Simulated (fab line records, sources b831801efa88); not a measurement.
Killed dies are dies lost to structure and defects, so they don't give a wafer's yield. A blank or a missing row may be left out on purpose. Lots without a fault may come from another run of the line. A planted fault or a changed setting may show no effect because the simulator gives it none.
fab line records | flow sky130
record lots=6 wafers=18 last_day=50
route steps=708 shown VIA1@460 PAD_OPEN@708
lots that met no fault: from a run of the same line without faults
start_h: hours from the record's first day to the start of the lot's first wafer shown | wait_h: hours since the lot's step before | " the same as in the row above | L1.1+2: a row that stands for several wafers | - no value, or no start given | * or withheld: withheld | < > ~ a bound
route shown NAME@n: a module of which the file shows steps, and the number in the route of the first | usual: mean/standard deviation of fault-free wafers | same: alike in all rows | chamber/n: place in a boat | sites: the reading at each site | _std_site: their standard deviation | _edge_site: outer sites' mean less inner sites' | radius_mm: how far each site lies from the wafer's centre | mask NAME#n: copy n | behind: the tool/chamber that last shaped the wafer | hold: why the lot was held/for how many hours/how that ended | device: the transistor (n, p or np) that didn't switch | end of line: the same wafers' tests at the end of the route | a step without rows: its recipe alone | killed: dies lost to structure and defects at the first sort, not the wafer's yield | map: a wafer's dies, x killed, . not, _ none there
set.NAME: the setting as run; set.NAME@STEP: as run at that earlier step | model.NAME: the simulator's own value behind a step, which no gauge read
lots at some steps of the route; a table a step, a row a wafer
services: from which hour (start_h, from the record's first day; less than 0 if before it) a tool's chamber was out of use, for how many hours, and why
## steps
# step SKY_VIA1_CMP_02
# recipe material=SiO2 down_force_psi=4 platen_rpm=60 pad_velocity_m_s=0.94248
# usual motor_current_A=12.6/1.5
# columns lot.wafer tool chamber start_h wait_h motor_current_A
L176.1 cmp-02 3 832.54 0.1 12.8
L176.3 " 0 " " 13.1
L176.6 " 3 " " 13.3
L178.1 cmp-02 3 842.64 0.1 13.1
L178.6 " 2 " " 12.8
L178.5 " 3 " " 14.0
L184.1 cmp-01 0 885.18 0.1 14.9
L184.4 " 2 " " 11.8
L184.2 " 3 " " 11.3
L187.3 cmp-01 2 909.95 0.1 11.9
L187.2 " 0 " " 15.4
L187.6 " 2 " " 11.9
L189.2 cmp-01 2 927.65 0.0 11.7
L189.3 " 3 " " 11.9
L189.1 " 0 " " 14.8
L191.3 cmp-02 1 937.14 0.2 10.2
L191.4 " 2 " " 13.0
L191.5 " 0 " " 14.0
# step SKY_VIA1_BOW_MEAS_03
# recipe mode=bow
# usual VIA1_BOW=81/6.6
# columns lot.wafer tool chamber start_h wait_h VIA1_BOW[um]
L176.1 film_metro-03 - 832.84 0.2 85
L176.3 " - " " 85
L176.6 " - " " 89
L178.1 film_metro-04 - 842.89 0.2 87
L178.5 " - " " 76
L178.6 " - " " 75
L184.1 film_metro-03 - 885.48 0.2 79
L184.2 " - " " 74
L184.4 " - " " 68
L187.2 film_metro-04 - 910.22 0.1 71
L187.3 " - " " 78
L187.6 " - " " 73
L189.1 film_metro-04 - 927.95 0.1 81
L189.2 " - " " 76
L189.3 " - " " 70
L191.3 film_metro-04 - 937.43 0.2 88
L191.4 " - " " 76
L191.5 " - " " 94
# step SKY_VIA1_DEHYDRATE_04
# recipe temp_c=200 time_s=60
# step SKY_VIA1_HMDS_05
# recipe prime_time_s=60 prime_temp_c=120
# step SKY_VIA1_COAT_06
# recipe resist=BARC temp_c=withheld time_s=withheld spin_rpm=3000 resist_thk_nm=60
# step SKY_VIA1_COAT_07
# recipe resist=KrF-thick spin_rpm=3000 resist_thk_nm=450
# step SKY_VIA1_SOFTBAKE_08
# recipe temp_c=100 time_s=90 resist=KrF-thick
# step SKY_VIA1_EXPOSE_09
# recipe mask_id=VIM na=0.8 source_shape=annular sigma_inner=0.55 sigma_outer=0.85 target_cd_nm=150 dose_mj=38
# step SKY_VIA1_PEB_10
# recipe peb_temp_c=withheld peb_time_s=withheld resist=KrF-thick
# step SKY_VIA1_DEVELOP_11
# recipe develop_time_s=60 resist=KrF-thick dev_temp_c=21
# step SKY_VIA1_CD_MEAS_12
# recipe target_cd_nm=150
# usual cd_nm=150.2/1.6
# columns lot.wafer tool chamber start_h wait_h cd_nm
L176.1 cd_sem-02 - 859.04 - 150.1
L176.3 " - " " 149.4
L176.6 " - " " 150.0
L178.1 cd_sem-02 - 868.24 - 151.1
L178.5 " - " " 149.6
L178.6 " - " " 149.4
L184.1 cd_sem-02 - 911.12 - 148.9
L184.2 " - " " 148.6
L184.4 " - " " 149.3
L187.2 cd_sem-01 - 935.16 - 150.6
L187.3 " - " " 149.4
L187.6 " - " " 151.3
L189.1 cd_sem-02 - 952.54 - 150.4
L189.2 " - " " 148.4
L189.3 " - " " 149.3
L191.3 cd_sem-01 - 960.73 - 150.4
L191.4 " - " " 149.3
L191.5 " - " " 149.3
# step SKY_VIA1_OVL_MEAS_13
# usual VIA1_OVL=-3/5.5
# columns lot.wafer tool chamber start_h wait_h VIA1_OVL[nm]
L176.1 overlay-02 - 859.16 0.1 -7
L176.3 " - " " -12
L176.6 " - " " -9
L178.1 overlay-01 - 868.36 0.1 0
L178.5 " - " " 9
L178.6 " - " " -1
L184.1 overlay-02 - 911.24 0.1 -1
L184.2 " - " " -6
L184.4 " - " " 3
L187.2 overlay-02 - 935.27 0.1 -4
L187.3 " - " " -13
L187.6 " - " " -4
L189.1 overlay-01 - 952.66 0.1 -1
L189.2 " - " " -1
L189.3 " - " " 4
L191.3 overlay-01 - 960.82 0.1 -15
L191.4 " - " " -5
L191.5 " - " " -11
# step SKY_VIA1_ETCH_14
# recipe chemistry=N2/H2 target=BARC ion_energy_ev=200 source_w=500 bias_w=100 pressure_mtorr=30 n2_flow_sccm=100 h2_flow_sccm=200 stop_on=SiO2 time_s=45.9 target_depth_a=600
# usual bias_w=99.95/0.28 drypump_motor_current_A=5.7/0.49 oes_product_au=0.854/0.0049 rf_fwd_power_W=494.8/2.2 throttle_valve_pct=13.226/0.0093
# columns lot.wafer tool chamber start_h wait_h bias_w drypump_motor_current_A oes_product_au rf_fwd_power_W rf_hours_counter_h throttle_valve_pct model.KrF-thick_of_VIA1_COAT_07.thk_nm
L176.1 rie_diel-03 1 859.19 0.0 99.90 6.4 0.851 499.3 14 13.222 392.1
L176.3 " 3 " " 100.02 5.5 0.853 497.8 5 13.216 391.6
L176.6 " 2 " " 100.10 5.4 0.841 491.3 - 13.217 391.6
L178.1 rie_diel-03 0 868.39 0.0 100.00 6.6 0.852 496.4 12 13.221 395.7
L178.5 " 2 " " 99.93 5.3 0.853 496.1 - 13.238 392.7
L178.6 " 1 " " 100.01 6.4 0.854 497.0 - 13.230 392.1
L184.1 rie_diel-03 0 911.28 0.0 100.24 6.6 0.858 415.9 13 13.212 399.6
L184.2 " 2 " " 99.42 5.4 0.844 415.2 11 13.219 400.5
L184.4 " 3 " " 99.80 5.5 0.852 413.4 6 13.229 396.8
L187.2 rie_diel-03 2 935.30 0.0 100.06 5.4 0.859 414.1 12 13.220 398.5
L187.3 " 1 " " 99.79 6.4 0.865 413.9 15 13.226 398.5
L187.6 " 0 " " 99.45 6.6 0.852 416.0 - 13.227 399.8
L189.1 rie_diel-04 3 952.70 0.0 99.59 5.3 0.853 498.5 10 13.228 391.6
L189.2 " 1 " " 99.79 5.9 0.860 491.8 7 13.236 392.5
L189.3 " 2 " " 99.85 5.7 0.861 496.0 23 13.239 392.9
L191.3 rie_diel-04 1 960.85 0.0 100.02 5.9 0.852 493.7 8 13.230 390.6
L191.4 " 1 " " 100.30 5.8 0.855 489.1 - 13.231 391.1
L191.5 " 2 " " 100.57 5.7 0.853 495.2 - 13.226 392.4
# step SKY_VIA1_ETCH_15
# recipe target=SiO2 chemistry=C4F8/O2/Ar target_depth_nm=351 stop_on=TiN mask_material=KrF-thick source_w=1500 bias_w=1200 pressure_mtorr=40 c4f8_flow_sccm=withheld O2_flow_sccm=6 Ar_flow_sccm=300 time_s=54
# usual bias_w=1200/3.7 oes_product_au=0.982/0.0059 rf_fwd_power_W=1486/5.4
# columns lot.wafer tool chamber start_h wait_h bias_w oes_product_au rf_fwd_power_W rf_hours_counter_h model.KrF-thick_of_VIA1_COAT_07.thk_nm
L176.1 rie_diel-03 1 859.24 0.0 1198 0.989 1482 14 321.5
L176.3 " 3 " " 1199 0.990 1490 5 319.2
L176.6 " 2 " " 1203 0.979 1489 - 321.8
L178.1 rie_diel-03 0 868.44 0.0 1198 0.979 1484 12 326.1
L178.5 " 2 " " 1199 0.983 1486 - 323
L178.6 " 1 " " 1198 0.987 1491 - 321.4
L184.1 rie_diel-03 0 911.32 0.0 1200 0.979 1487 13 329.6
L184.2 " 2 " " 1202 0.980 1494 11 331.7
L184.4 " 3 " " 1200 0.984 1490 6 326
L187.2 rie_diel-03 2 935.34 0.0 1205 0.974 1492 12 329.7
L187.3 " 1 " " 1202 0.987 1483 15 327.4
L187.6 " 0 " " 1201 0.978 1488 - 330
L189.1 rie_diel-04 3 952.74 0.0 1201 0.985 1479 10 320.7
L189.2 " 1 " " 1204 0.989 1477 7 320.6
L189.3 " 2 " " 1197 0.979 1488 23 322.9
L191.3 rie_diel-04 1 960.89 0.0 1200 0.988 1475 8 317.8
L191.4 " 1 " " 1202 0.977 1474 - 318.8
L191.5 " 2 " " 1196 0.984 1493 - 321.8
# step SKY_VIA1_STRIP_16
# recipe chemistry=O2/N2 power_w=1400 pressure_mtorr=1500 platen_temp_c=withheld o2_flow_sccm=3000 n2_flow_sccm=300 overash_fraction=0.5
# usual drypump_motor_current_A=6.0/0.46 oes_product_au=0.415/0.0046 strip_time_to_endpoint_s=4.450/0.019
# same overash_fraction=0.5
# columns lot.wafer tool chamber start_h wait_h drypump_motor_current_A oes_product_au rf_hours_counter_h strip_time_to_endpoint_s
L176.1 plasma_asher-02 0 859.28 0.0 6.4 0.420 12 4.455
L176.3 " 1 " " 5.1 0.416 - 4.413
L176.6 " 1 " " 5.1 0.418 - 4.457
L178.1 plasma_asher-01 1 868.48 0.0 5.9 0.417 106 4.477
L178.5 " 1 " " 6.0 0.416 - 4.456
L178.6 " 0 " " 6.1 0.413 - 4.454
L184.1 plasma_asher-01 1 911.37 0.0 6.0 0.413 111 4.529
L184.2 " 0 " " 6.2 0.413 111 4.551
L184.4 " 0 " " 6.2 0.417 - 4.494
L187.2 plasma_asher-02 1 935.38 0.0 5.1 0.417 20 4.526
L187.3 " 0 " " 6.4 0.411 - 4.519
L187.6 " 0 " " 6.4 0.417 - 4.535
L189.1 plasma_asher-02 0 952.78 0.0 6.4 0.422 21 4.444
L189.2 " 1 " " 5.1 0.409 21 4.440
L189.3 " 1 " " 5.1 0.420 - 4.455
L191.3 plasma_asher-02 1 960.97 0.1 5.1 0.408 - 4.397
L191.4 " 0 " " 6.4 0.412 - 4.417
L191.5 " 1 " " 5.1 0.413 - 4.465
# step SKY_VIA1_STRIP_17
# recipe chemistry=post_etch_residue_remover time_s=1200 temp_c=72.5
# step SKY_PAD_OPEN_PROBE_99
# usual defect_limited_yield=82.5/1.7 killed_at_M0_to_M3=43/6.7 killed_at_M4_up=3.2/1.8 killed_at_contacts=24/4.8 killed_at_front_end=16/4.2 killed_at_other=0.3/0.56 killed_dies=86/8.5 killed_open=47/6.7 killed_short=39/6 sort_bin_3_pad_short=0.9/0.45 sort_bin_5_function=10.3/1.6 sort_bin_6_memory=6.3/1 sort_n_pass=406/8.5 sort_yield_pct=82.5/1.7
# same gross_dies=492 killed_at_back_side=0 sort_bin_4_leakage[%]=0 sort_bin_8_speed[%]=0
# columns lot.wafer tool chamber start_h wait_h defect_limited_yield[%] killed_at_M0_to_M3 killed_at_M4_up killed_at_contacts killed_at_front_end killed_at_other killed_dies killed_open killed_short sort_bin_3_pad_short[%] sort_bin_5_function[%] sort_bin_6_memory[%] sort_n_pass sort_yield_pct[%]
L176.1 prober-01 - 1126.85 0.1 83.9 47 1 19 12 0 79 41 38 0.4 10.0 5.7 413 83.9
L176.3 prober-01 - 1126.95 0.2 83.9 42 5 24 8 0 79 46 33 0.4 9.8 5.9 413 83.9
L176.6 prober-01 - 1127.10 0.2 81.7 50 10 22 8 0 90 56 34 0.6 11.2 6.5 402 81.7
L178.1 prober-01 - 1132.90 0.1 85.2 32 7 22 12 0 73 27 46 1.0 7.9 5.9 419 85.2
L178.5 prober-01 - 1133.10 0.2 84.6 34 7 24 11 0 76 32 43 1.0 8.1 6.3 416 84.6
L178.6 prober-01 - 1133.15 0.2 80.5 50 4 29 13 0 96 48 46 0.8 10.8 7.9 396 80.5
L184.1 prober-01 - 1163.70 0.1 86.0 34 1 22 12 0 69 45 24 0.8 8.9 4.3 423 86.0
L184.2 prober-01 - 1163.75 0.1 80.9 43 5 30 15 1 94 50 44 1.0 12.4 5.7 398 80.9
L184.4 prober-01 - 1163.85 0.2 79.9 51 2 29 17 0 99 57 42 0.8 13.2 6.1 393 79.9
L187.2 prober-02 - 1178.81 0.1 83.1 37 5 19 22 0 83 47 36 0.6 10.8 5.5 409 83.1
L187.3 prober-02 - 1178.86 0.2 82.1 43 1 23 21 0 88 44 44 1.4 9.8 6.7 404 82.1
L187.6 prober-02 - 1179.01 0.2 84.3 38 3 20 16 0 77 44 33 1.0 8.3 6.3 415 84.3
L189.1 prober-02 - 1192.92 0.1 80.5 49 4 23 20 0 96 53 43 1.0 12.4 6.1 396 80.5
L189.2 prober-02 - 1192.97 0.1 83.1 45 1 23 13 1 83 44 39 1.2 10.6 5.1 409 83.1
L189.3 prober-02 - 1193.02 0.2 80.7 50 2 21 22 0 95 50 45 1.2 9.8 8.3 397 80.7
L191.3 prober-02 - 1197.93 0.2 83.1 42 4 20 17 0 83 51 31 1.2 12.0 3.7 409 83.1
L191.4 prober-02 - 1197.98 0.2 79.7 45 6 24 25 0 100 52 47 1.2 10.2 8.9 392 79.7
L191.5 prober-02 - 1198.03 0.2 83.1 42 3 24 14 0 83 43 39 1.2 10.6 5.1 409 83.1
# killed by level:class
L176.1 VIA1:geometric_particle:open=11 CONTACT:geometric_particle:open=8 VIA1:geometric_particle:short=8 METAL1:geometric_particle:short=7 METAL2:geometric_particle:short=5 LI_CONTACT:geometric_particle:open=4 LI_CONTACT:geometric_particle:short=4 VIA3:geometric_particle:open=4
L176.3 VIA1:geometric_particle:open=9 LI_CONTACT:geometric_particle:open=8 VIA3:geometric_particle:open=7 CONTACT:geometric_particle:open=7 VIA2:geometric_particle:open=7 VIA1:geometric_particle:short=6 LOCAL_INTERCONNECT:geometric_particle:short=4 METAL1:geometric_particle:short=4
L176.6 VIA3:geometric_particle:open=16 VIA1:geometric_particle:open=12 CONTACT:geometric_particle:open=11 METAL4:geometric_particle:short=9 LI_CONTACT:geometric_particle:open=6 VIA2:geometric_particle:open=5 METAL2:geometric_particle:short=4 CONTACT:geometric_particle:short=3
L178.1 CONTACT:geometric_particle:open=8 LOCAL_INTERCONNECT:geometric_particle:short=7 METAL2:geometric_particle:short=7 METAL4:geometric_particle:short=7 VIA1:geometric_particle:short=6 METAL3:geometric_particle:short=5 LI_CONTACT:geometric_particle:open=5 VIA1:geometric_particle:open=5
L178.5 CONTACT:geometric_particle:open=12 VIA1:geometric_particle:open=9 CONTACT:geometric_particle:short=7 METAL4:geometric_particle:short=6 METAL1:geometric_particle:short=5 METAL3:geometric_particle:short=5 FIELD_ISO:geometric_particle:short=4 LI_CONTACT:geometric_particle:open=4
L178.6 CONTACT:geometric_particle:open=11 VIA1:geometric_particle:open=11 VIA1:geometric_particle:short=10 CONTACT:geometric_particle:short=8 METAL2:geometric_particle:short=7 LI_CONTACT:geometric_particle:open=6 FIELD_ISO:geometric_particle:open=4 LOCAL_INTERCONNECT:geometric_particle:short=4
L184.1 VIA1:geometric_particle:open=10 CONTACT:geometric_particle:open=9 VIA2:geometric_particle:open=8 CONTACT:geometric_particle:short=6 POLY_GATE:geometric_particle:short=5 VIA3:geometric_particle:open=5 VIA1:geometric_particle:short=4 FIELD_ISO:geometric_particle:open=3
L184.2 CONTACT:geometric_particle:open=9 LI_CONTACT:geometric_particle:open=8 VIA1:geometric_particle:open=8 CONTACT:geometric_particle:short=7 METAL2:geometric_particle:short=7 VIA2:geometric_particle:open=6 VIA3:geometric_particle:open=5 POLY_GATE:geometric_particle:short=4
L184.4 VIA1:geometric_particle:open=16 CONTACT:geometric_particle:short=10 VIA3:geometric_particle:open=10 LI_CONTACT:geometric_particle:open=8 CONTACT:geometric_particle:open=6 VIA1:geometric_particle:short=6 POLY_GATE:geometric_particle:short=5 VIA2:geometric_particle:open=5
L187.2 VIA1:geometric_particle:open=10 FIELD_ISO:geometric_particle:open=6 CONTACT:geometric_particle:open=6 POLY_GATE:geometric_particle:open=5 METAL1:geometric_particle:short=5 VIA2:geometric_particle:open=5 LI_CONTACT:geometric_particle:short=4 LI_CONTACT:geometric_particle:open=4
L187.3 CONTACT:geometric_particle:open=9 VIA3:geometric_particle:open=8 FIELD_ISO:geometric_particle:short=7 LI_CONTACT:geometric_particle:open=7 METAL2:geometric_particle:short=7 POLY_GATE:geometric_particle:short=5 VIA1:geometric_particle:open=5 VIA3:geometric_particle:short=5
L187.6 VIA1:geometric_particle:open=9 VIA3:geometric_particle:open=6 LI_CONTACT:geometric_particle:open=6 CONTACT:geometric_particle:open=6 VIA1:geometric_particle:short=6 FIELD_ISO:geometric_particle:short=5 FIELD_ISO:geometric_particle:open=5 METAL1:geometric_particle:short=5
L189.1 VIA1:geometric_particle:open=11 VIA1:geometric_particle:short=9 CONTACT:geometric_particle:open=9 POLY_GATE:geometric_particle:open=6 VIA3:geometric_particle:open=6 VIA3:geometric_particle:short=5 LOCAL_INTERCONNECT:geometric_particle:short=5 METAL1:geometric_particle:short=5
L189.2 VIA1:geometric_particle:open=12 CONTACT:geometric_particle:open=8 FIELD_ISO:geometric_particle:short=6 VIA3:geometric_particle:open=6 LI_CONTACT:geometric_particle:open=5 VIA1:geometric_particle:short=5 CONTACT:geometric_particle:short=4 METAL2:geometric_particle:short=4
L189.3 VIA3:geometric_particle:open=11 CONTACT:geometric_particle:open=9 VIA1:geometric_particle:open=7 FIELD_ISO:geometric_particle:open=6 POLY_GATE:geometric_particle:short=6 LOCAL_INTERCONNECT:geometric_particle:short=6 VIA1:geometric_particle:short=6 METAL2:geometric_particle:short=6
L191.3 CONTACT:geometric_particle:open=10 VIA1:geometric_particle:open=9 VIA2:geometric_particle:open=8 VIA3:geometric_particle:open=7 FIELD_ISO:geometric_particle:short=5 VIA3:geometric_particle:short=5 VIA2:geometric_particle:short=4 LI_CONTACT:geometric_particle:open=4
L191.4 CONTACT:geometric_particle:open=9 VIA1:geometric_particle:open=9 VIA2:geometric_particle:open=8 FIELD_ISO:geometric_particle:short=7 LOCAL_INTERCONNECT:geometric_particle:short=7 VIA1:geometric_particle:short=7 LI_CONTACT:geometric_particle:open=6 METAL4:geometric_particle:short=5
L191.5 CONTACT:geometric_particle:open=10 VIA2:geometric_particle:open=7 VIA1:geometric_particle:open=7 METAL3:geometric_particle:short=7 LI_CONTACT:geometric_particle:open=5 FIELD_ISO:geometric_particle:short=4 CONTACT:geometric_particle:short=4 METAL1:geometric_particle:short=4
## services
# columns tool chamber start_h hours kind
cmp-01 - 823.07 0.5 repair
plasma_asher-02 - 841.07 5.9 repair
cmp-01 - 844.49 27.0 pm
cmp-01 - 886.47 2.1 repair
cmp-01 - 888.48 1.5 repair
cmp-01 - 892.21 6.4 pm
rie_diel-03 1 892.70 13.3 repair
cmp-02 - 900.00 1.4 repair
rie_diel-04 - 910.08 2.8 pm
cmp-02 - 912.33 4.0 pm
rie_diel-03 3 913.71 4.5 repair
cmp-02 - 916.33 - consumable_replace:conditioner
cmp-02 - 916.33 - consumable_replace:pad
cmp-01 - 935.90 1.7 repair
cmp-02 - 940.13 5.8 pm
plasma_asher-02 - 946.07 0.6 repair
rie_diel-04 0 946.98 - clean
rie_diel-04 0 946.98 - consumable_replace:showerhead
rie_diel-04 0 946.98 21.3 scheduled_down
rie_diel-04 0 946.98 21.3 vent_cycle
cmp-01 - 953.65 2.8 repair
cmp-01 - 953.91 1.3 repair
## key
first_sign step=SKY_VIA1_ETCH_14 reading=rf_fwd_power_W direction=down sigmas=37 usual=494.8 struck=414.8
effect step=SKY_VIA1_STRIP_16 reading=strip_time_to_endpoint_s direction=up sigmas=3.9 usual=* struck=*
model_effect step=SKY_VIA1_ETCH_14 value=KrF-thick_of_VIA1_COAT_07.thk_nm without=392.6 struck=398.9
model_effect step=SKY_VIA1_ETCH_15 value=KrF-thick_of_VIA1_COAT_07.thk_nm without=322.8 struck=329.1
met_at SKY_VIA1_ETCH_14
struck_wafers L184.1,L184.2,L184.4,L187.2,L187.3,L187.6
onset_between 868.39 911.28
fault kind=process_parameter_drift tool=rie_diel-03 chamber=- onset_h=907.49 steps=SKY_VIA1_ETCH_14 channel=source_w offset=-80 shape=step end_h=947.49 acts_in=these_recipes_only stated=500
